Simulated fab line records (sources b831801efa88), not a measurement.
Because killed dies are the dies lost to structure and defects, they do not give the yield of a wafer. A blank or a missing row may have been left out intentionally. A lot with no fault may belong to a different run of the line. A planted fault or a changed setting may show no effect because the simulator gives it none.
Which tool is to blame? + flow gf180mcu + Sampling: 12 lots, 36 wafers, 5 of 602 route steps

== WHAT THE GAUGES READ, wafer by wafer ==
GF_CONTACT_RS_MEAS_25: a four-point-probe measurement.
| lot  | measured     | on            | CONTACT_W_RS (ohm/sq) |
|------|--------------|---------------|-----------------------|
| L728 | day 16 08:13 | film_metro-03 | 0.384 0.379 0.379     |
| L730 | day 16 22:21 | film_metro-01 | 0.381 0.381 0.386     |
| L731 | day 17 06:18 | film_metro-02 | 0.379 0.380 0.379     |
| L732 | day 17 14:33 | film_metro-01 | 0.385 0.376 0.382     |
| L734 | day 18 09:31 | film_metro-03 | 0.371 0.367 0.371     |
| L735 | day 18 17:34 | film_metro-02 | 0.396 0.391 0.386     |
| L736 | day 19 04:56 | film_metro-01 | 0.389 0.381 0.382     |
| L738 | day 20 04:40 | film_metro-02 | 0.387 0.389 0.389     |
| L739 | day 20 11:14 | film_metro-01 | 0.388 0.392 0.388     |
| L740 | day 20 21:09 | film_metro-01 | 0.383 0.380 0.376     |
| L741 | day 21 03:46 | film_metro-02 | 0.385 0.382 0.388     |
| L751 | day 24 08:26 | film_metro-03 | 0.384 0.380 0.376     |

GF_CONTACT_THK_MEAS_26: measures by xrf.
| lot  | measured     | on            | CONTACT_W_THK (nm) |
|------|--------------|---------------|--------------------|
| L728 | day 16 08:19 | film_metro-03 | 299 302 301        |
| L730 | day 16 22:28 | film_metro-01 | 296 296 291        |
| L731 | day 17 06:24 | film_metro-02 | 300 298 299        |
| L732 | day 17 14:39 | film_metro-01 | 293 302 297        |
| L734 | day 18 09:38 | film_metro-03 | 308 310 307        |
| L735 | day 18 17:41 | film_metro-02 | 286 290 295        |
| L736 | day 19 05:03 | film_metro-01 | 292 297 295        |
| L738 | day 20 04:45 | film_metro-02 | 294 292 290        |
| L739 | day 20 11:21 | film_metro-01 | 290 286 291        |
| L740 | day 20 21:16 | film_metro-01 | 292 295 298        |
| L741 | day 21 03:51 | film_metro-02 | 294 297 291        |
| L751 | day 24 08:32 | film_metro-03 | 300 300 306        |

GF_V1_THK_MEAS_01.
| lot  | measured     | on            | V1_CVD_00_THK (nm) |
|------|--------------|---------------|--------------------|
| L728 | day 17 07:52 | film_metro-04 | 601 606 599        |
| L730 | day 17 22:59 | film_metro-01 | 588 599 596        |
| L731 | day 18 07:11 | film_metro-04 | 596 596 594        |
| L732 | day 18 15:59 | film_metro-04 | 596 596 612        |
| L734 | day 19 10:46 | film_metro-04 | 605 589 600        |
| L735 | day 19 19:47 | film_metro-03 | 595 602 591        |
| L736 | day 20 06:59 | film_metro-04 | 603 602 612        |
| L738 | day 21 06:53 | film_metro-03 | 592 592 599        |
| L739 | day 21 12:17 | film_metro-04 | 599 601 606        |
| L740 | day 21 22:34 | film_metro-04 | 595 585 601        |
| L741 | day 22 04:40 | film_metro-04 | 598 725 603        |
| L751 | day 25 08:01 | film_metro-04 | 609 596 592        |

== WHICH TOOL RAN EACH LOT (tool, then ch and the chambers of the sampled wafers, then the start) ==
| lot  | GF_CONTACT_SPUTTER_23        | GF_V1_CVD_00                     |
|------|------------------------------|----------------------------------|
| L728 | pvd_sputter-04, day 16 08:02 | hdpcvd-02 ch 0,1,2, day 17 07:46 |
| L730 | pvd_sputter-04, day 16 22:13 | hdpcvd-02 ch 1,2, day 17 22:55   |
| L731 | pvd_sputter-03, day 17 06:07 | hdpcvd-01 ch 0,1,2, day 18 07:05 |
| L732 | pvd_sputter-01, day 17 14:22 | hdpcvd-01 ch 0,2, day 18 15:53   |
| L734 | pvd_sputter-04, day 18 09:21 | hdpcvd-01 ch 0,1,2, day 19 10:41 |
| L735 | pvd_sputter-04, day 18 17:25 | hdpcvd-01 ch 1,2, day 19 19:42   |
| L736 | pvd_sputter-04, day 19 04:47 | hdpcvd-02 ch 0,1,2, day 20 06:55 |
| L738 | pvd_sputter-04, day 20 04:28 | hdpcvd-02 ch 0,1,2, day 21 06:50 |
| L739 | pvd_sputter-04, day 20 11:05 | hdpcvd-01 ch 0,1,2, day 21 12:12 |
| L740 | pvd_sputter-01, day 20 20:59 | hdpcvd-02 ch 0,1,2, day 21 22:29 |
| L741 | pvd_sputter-04, day 21 03:34 | hdpcvd-02 ch 0,1,2, day 22 04:35 |
| L751 | pvd_sputter-04, day 24 08:15 | hdpcvd-01 ch 0,1,2, day 25 07:56 |
- GF_CONTACT_SPUTTER_23: material TiN, target thk 10 nm, time 40 s.
- GF_V1_CVD_00: deposits SiO2, target thk 600 nm, time 100 s.

== WHAT THE TOOLS THEMSELVES READ (means of the sampled wafers that have a number; where no wafer has one, the mark that the record gives instead) ==
GF_CONTACT_SPUTTER_23.
| lot  | tool           | chamber_pressure_pa (Pa) | throttle_valve_pct (%) |
|------|----------------|--------------------------|------------------------|
| L728 | pvd_sputter-04 | 5.000                    | 28.1                   |
| L730 | pvd_sputter-04 | 5.003                    | 28.4                   |
| L731 | pvd_sputter-03 | 4.998                    | 29.1                   |
| L732 | pvd_sputter-01 | 5.000                    | 29.8                   |
| L734 | pvd_sputter-04 | 4.995                    | 28.3                   |
| L735 | pvd_sputter-04 | 5.009                    | 28.8                   |
| L736 | pvd_sputter-04 | 5.006                    | 28.6                   |
| L738 | pvd_sputter-04 | 5.003                    | 28.5                   |
| L739 | pvd_sputter-04 | 4.997                    | 28.2                   |
| L740 | pvd_sputter-01 | 5.001                    | 29.6                   |
| L741 | pvd_sputter-04 | 4.993                    | 28.6                   |
| L751 | pvd_sputter-04 | 4.999                    | 28.4                   |

GF_V1_CVD_00.
| lot  | tool      | sih4_flow_sccm (sccm) |
|------|-----------|-----------------------|
| L728 | hdpcvd-02 | 60.04                 |
| L730 | hdpcvd-02 | 59.99                 |
| L731 | hdpcvd-01 | 59.86                 |
| L732 | hdpcvd-01 | 59.98                 |
| L734 | hdpcvd-01 | 59.94                 |
| L735 | hdpcvd-01 | 60.01                 |
| L736 | hdpcvd-02 | 60.03                 |
| L738 | hdpcvd-02 | 59.91                 |
| L739 | hdpcvd-01 | 60.06                 |
| L740 | hdpcvd-02 | 59.98                 |
| L741 | hdpcvd-02 | 63.99                 |
| L751 | hdpcvd-01 | 59.97                 |

== THE ANSWER, worked out from the rows above alone ==
Rule: what is usual is taken from the lots themselves. The widest of any qualifying gaps counts: lots, ordered by their means at a reading, are off when they make up no more than a third of the lots, leave a main group of 4 or more, and stand apart from it by 3 or more times the standard deviation of that group's means. The tables above print the reading to a certain number of digits; a main group whose means all agree to those digits is not used. Also off: a lot with no number at a reading for which 4 or more lots have one. Any other lot the step has rows for is counted as sound. The gauges are gone through in route order, then the tools' own readings, and for those a lot's mean is taken as printed above. The first step at which some lot is off is used, and at that step the reading that is off furthest; a lot without a number counts as furthest.
Off: L741, at GF_V1_THK_MEAS_01 (V1_CVD_00_THK). For the main group the mean is 598 nm and the standard deviation 3.8.
If a tool, at a process step before that reading, ran all the lots that are off and no sound lot after the first of them, it fits. The gauges at GF_V1_THK_MEAS_01 aren't tried: what is off there is off at GF_V1_CVD_00 too, on other tools, and a gauge's error can't cause that. One candidate fits, namely hdpcvd-02 at GF_V1_CVD_00. A fault onset in the window from L740 (day 21 22:29, its last sound lot) to L741 (day 22 04:35, its first lot off) fits.
The tool's own readings at GF_V1_CVD_00 bear it out: on the lots that are off they differ by more than 5 times the standard deviation of the sound lots' means. sih4_flow_sccm reads 63.99 sccm there against 59.98 sccm on the sound lots.

== WHAT HAD BEEN PUT IN BY THE SIMULATOR ==
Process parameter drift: hdpcvd-02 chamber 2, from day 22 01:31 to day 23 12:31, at GF_V1_CVD_00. Setting sih4_flow_sccm, moved by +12, from 60. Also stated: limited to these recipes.
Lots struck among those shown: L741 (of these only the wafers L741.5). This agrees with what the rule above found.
